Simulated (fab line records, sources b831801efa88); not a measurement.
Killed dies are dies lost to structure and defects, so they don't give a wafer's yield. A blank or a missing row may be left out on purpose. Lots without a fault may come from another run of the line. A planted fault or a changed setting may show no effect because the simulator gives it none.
Chamber matching | flow gf180mcu | GF_V2_CMP_26 on cmp-01: 4 sister chambers
The step polishes, stops on SiO2, t overpolish 15 s, target thk 0 nm. 4 wafers are shown with their chamber, then 12 later ones without.

WAFERS WITH THEIR CHAMBER
wafer  | chamber | motor_current_A (A)
L083.4 | 2       | 9.9
L088.1 | 0       | 10.6
L088.4 | 1       | 9.9
L088.6 | 3       | 10.9

WAFERS WITHOUT THEIR CHAMBER
wafer  | motor_current_A (A)
L089.4 | 9.3
L089.5 | 12.4
L089.6 | 10.6
L092.1 | 11.2
L092.2 | 9.5
L092.6 | 10.4
L093.1 | 9.5
L093.4 | 10.1
L093.5 | 9.8
L094.1 | 12.1
L094.3 | 11.2
L094.4 | 9.9

WHICH CHAMBER EACH WENT THROUGH
wafer  | from the rows above               | in truth
L089.4 | can't be placed: 1 or 2 or 0 or 3 | 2
L089.5 | can't be placed: 3 or 0 or 1 or 2 | 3
L089.6 | can't be placed: 0 or 3 or 1 or 2 | 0
L092.1 | can't be placed: 3 or 0 or 1 or 2 | 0
L092.2 | can't be placed: 1 or 2 or 0 or 3 | 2
L092.6 | can't be placed: 0 or 1 or 2 or 3 | 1
L093.1 | can't be placed: 1 or 2 or 0 or 3 | 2
L093.4 | can't be placed: 1 or 2 or 0 or 3 | 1
L093.5 | can't be placed: 1 or 2 or 0 or 3 | 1
L094.1 | can't be placed: 3 or 0 or 1 or 2 | 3
L094.3 | can't be placed: 3 or 0 or 1 or 2 | 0
L094.4 | can't be placed: 1 or 2 or 0 or 3 | 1
Placed correctly: 0 of 12. Can't be placed from these rows: 12 (the true chamber is among the candidates in 12). Placed wrongly: 0.
How it was worked out, from the rows above alone: a wafer's distance from a chamber is the root of the sum, over the readings, of the square of ((its reading less the chamber's mean) divided by the reading's scatter). The wafer belongs to the nearest chamber; if the next one is less than 2 further off, it can't be placed. A chamber's mean is the mean of its shown wafers. The scatter: with one shown wafer a chamber, the root of the mean of the squares of how far each hidden wafer lies from its nearest shown one.
